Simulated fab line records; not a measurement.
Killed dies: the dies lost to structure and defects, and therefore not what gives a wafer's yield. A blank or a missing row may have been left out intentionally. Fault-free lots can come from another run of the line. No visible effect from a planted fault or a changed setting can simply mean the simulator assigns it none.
The tool behind it: which one?    flow gf180mcu    12 lots with 36 wafers sampled at 5 steps, on a route of 602 steps

## WHAT THE GAUGES READ, wafer by wafer
GF_V3_RS_MEAS_24: measurement is done with a four-point probe. Usual: V3_W_RS typically reads 0.3291 ohm/sq, with standard deviation 0.003.
lot   measured      on             V3_W_RS (ohm/sq)      flag
L290  day 22 07:38  film-metro-01  0.3335 0.3300 0.3304  
L291  day 22 15:36  film-metro-01  0.3316 0.3312 0.3312  
L292  day 22 21:25  film-metro-01  0.3328 0.3322 0.3318  
L293  day 23 12:24  film-metro-03  0.3349 0.3285 0.3320  
L300  day 25 20:38  film-metro-03  0.3275 0.3299 0.4088  OFF
L301  day 26 05:52  film-metro-04  0.4051 0.4029 0.3997  OFF
L305  day 27 13:26  film-metro-04  0.3259 0.3247 0.3247  
L306  day 27 20:26  film-metro-01  0.3260 0.3264 0.3273  
L307  day 28 01:11  film-metro-03  0.3263 0.3262 0.3242  
L310  day 29 02:48  film-metro-04  0.3263 0.3272 0.3302  
L311  day 29 07:47  film-metro-04  0.3281 0.3272 0.3299  
L312  day 29 12:22  film-metro-04  0.3256 0.3240 0.3236  

GF_V3_THK_MEAS_25: measures by xrf. Usual: V3_W_THK typically reads 350 nm, with standard deviation 5.1.
lot   measured      on             V3_W_THK (nm)  flag
L290  day 22 07:45  film-metro-01  342 348 346    
L291  day 22 15:43  film-metro-01  348 348 346    
L292  day 22 21:32  film-metro-01  348 344 347    
L293  day 23 12:31  film-metro-03  355 360 357    
L300  day 25 20:45  film-metro-03  360 360 300    
L301  day 26 05:59  film-metro-04  292 293 294    OFF
L305  day 27 13:33  film-metro-04  349 349 349    
L306  day 27 20:32  film-metro-01  352 352 351    
L307  day 28 01:19  film-metro-03  357 357 359    
L310  day 29 02:55  film-metro-04  346 345 343    
L311  day 29 07:54  film-metro-04  344 345 343    
L312  day 29 12:29  film-metro-04  346 348 349    

## EACH LOT AND THE TOOL THAT RAN IT (in order: tool; ch and the chambers of the sampled wafers; start)
lot   GF_V3_CMP_04                   GF_V3_ETCH_17                                  GF_V3_CVD_23
L290  cmp-02 ch 1,2,3, day 21 06:17  rie-diel-01 ch 0,1,2, day 22 07:31 or earlier  cvd-w-01 ch 0,1, day 22 07:31
L291  cmp-01 ch 0,2, day 21 14:28    rie-diel-02 ch 1,3, day 22 15:28 or earlier    cvd-w-01 ch 0,1, day 22 15:28
L292  cmp-02 ch 0,2,3, day 21 20:59  rie-diel-02 ch 0,2,3, day 22 21:18 or earlier  cvd-w-01 ch 0,1, day 22 21:18
L293  cmp-01 ch 0,1,3, day 22 12:08  rie-diel-01 ch 1,3, day 23 12:16 or earlier    cvd-w-02 ch 0,1, day 23 12:16
L300  cmp-02 ch 1,2,3, day 24 21:46  rie-diel-04 ch 0,2,3, day 25 20:31 or earlier  cvd-w-01 ch 0,1, day 25 20:31
L301  cmp-02 ch 1,2,3, day 25 07:19  rie-diel-01 ch 0,3, day 26 05:44 or earlier    cvd-w-01 ch 1, day 26 05:44
L305  cmp-01 ch 1,3, day 26 15:52    rie-diel-02 ch 1,3, day 27 13:19 or earlier    cvd-w-02 ch 0, day 27 13:19
L306  cmp-02 ch 0,1,3, day 26 23:22  rie-diel-01 ch 1,2, day 27 20:17 or earlier    cvd-w-02 ch 0,1, day 27 20:17
L307  cmp-02 ch 0,2,3, day 27 04:23  rie-diel-01 ch 0,2, day 28 01:05 or earlier    cvd-w-02 ch 0,1, day 28 01:05
L310  cmp-02 ch 1,2,3, day 28 06:23  rie-diel-04 ch 0,1,3, day 29 02:40 or earlier  cvd-w-02 ch 0,1, day 29 02:40
L311  cmp-01 ch 0,2, day 28 11:34    rie-diel-01 ch 0,1,3, day 29 07:40 or earlier  cvd-w-02 ch 0,1, day 29 07:40
L312  cmp-02 ch 0,1,2, day 28 15:59  rie-diel-02 ch 0,1,2, day 29 12:15 or earlier  cvd-w-02 ch 0,1, day 29 12:15
- GF_V3_CMP_04: polishes SiO2.
- GF_V3_ETCH_17: etches SiO2 in C4F8/O2/Ar, stops on TiN, target depth 635 nm.
- GF_V3_CVD_23: deposits W, target thk 350 nm, time 104.9 s.

## AS READ BY THE TOOLS THEMSELVES (means over the sampled wafers that have a number; for cases with no such wafer, the mark the record gives instead)
GF_V3_CMP_04. Usual: motor-current-A 11.6 A, standard deviation 1.1; time-to-endpoint-s 79 s, standard deviation 5.
lot   tool    motor-current-A (A)  time-to-endpoint-s (s)  flag
L290  cmp-02  12.3                 80                      
L291  cmp-01  11.7                 78                      
L292  cmp-02  12.3                 77                      
L293  cmp-01  11.4                 79                      
L300  cmp-02  11.9                 75                      
L301  cmp-02  11.7                 73                      
L305  cmp-01  11.4                 84                      
L306  cmp-02  10.9                 75                      
L307  cmp-02  11.7                 76                      
L310  cmp-02  11.7                 76                      
L311  cmp-01  12.3                 81                      
L312  cmp-02  11.5                 79                      

GF_V3_ETCH_17. Usual: oes-product-au at 0.856 a.u., with a standard deviation of 0.0044.
lot   tool         oes-product-au (a.u.)  flag
L290  rie-diel-01  0.852                  
L291  rie-diel-02  0.856                  
L292  rie-diel-02  0.853                  
L293  rie-diel-01  0.856                  
L300  rie-diel-04  0.855                  
L301  rie-diel-01  0.858                  
L305  rie-diel-02  0.852                  
L306  rie-diel-01  0.858                  
L307  rie-diel-01  0.859                  
L310  rie-diel-04  0.855                  
L311  rie-diel-01  0.861                  
L312  rie-diel-02  0.856                  

GF_V3_CVD_23. Usual: heater-power-w at 822 W, with a standard deviation of 43.
lot   tool      heater-power-w (W)  flag
L290  cvd-w-01  796                 
L291  cvd-w-01  838                 
L292  cvd-w-01  790                 
L293  cvd-w-02  816                 
L300  cvd-w-01  795                 
L301  cvd-w-01  859                 
L305  cvd-w-02  811                 
L306  cvd-w-02  822                 
L307  cvd-w-02  822                 
L310  cvd-w-02  818                 
L311  cvd-w-02  839                 
L312  cvd-w-02  829                 

## THE ANSWER, worked out from the rows above alone
Rule: lot off if the mean of its wafers having a number is beyond 3 standard deviations from the usual mean. Also off: a lot with no number at a reading for which 4 or more lots have one. The other lots that the step has rows for count as sound. Order of review: gauges by route order, followed by the tools' own readings, for which a lot's mean as printed above is used. The first step at which some lot is off is used, and at that step the reading that is off furthest; a lot without a number counts as furthest.
Off: L300, L301, seen at GF_V3_RS_MEAS_24 (V3_W_RS).
A tool fits if, at a process step before that reading, it ran every lot that is off, and no sound lot after the first of them. The gauges at GF_V3_RS_MEAS_24 are tried like those tools. GF_V3_ETCH_17: start missing for some lots; hours and lot order therefore follow GF_V3_CVD_23. One fits: GF_V3_CVD_23 on cvd-w-01. A fault onset in the window from L292 (day 22 21:18, its last sound lot) to L300 (day 25 20:31, its first lot off) fits.

## WHAT THE SIMULATOR HAD INSERTED
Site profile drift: cvd-w-01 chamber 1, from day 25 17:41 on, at GF_V3_CVD_23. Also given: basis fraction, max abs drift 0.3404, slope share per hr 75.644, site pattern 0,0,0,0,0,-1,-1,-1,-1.
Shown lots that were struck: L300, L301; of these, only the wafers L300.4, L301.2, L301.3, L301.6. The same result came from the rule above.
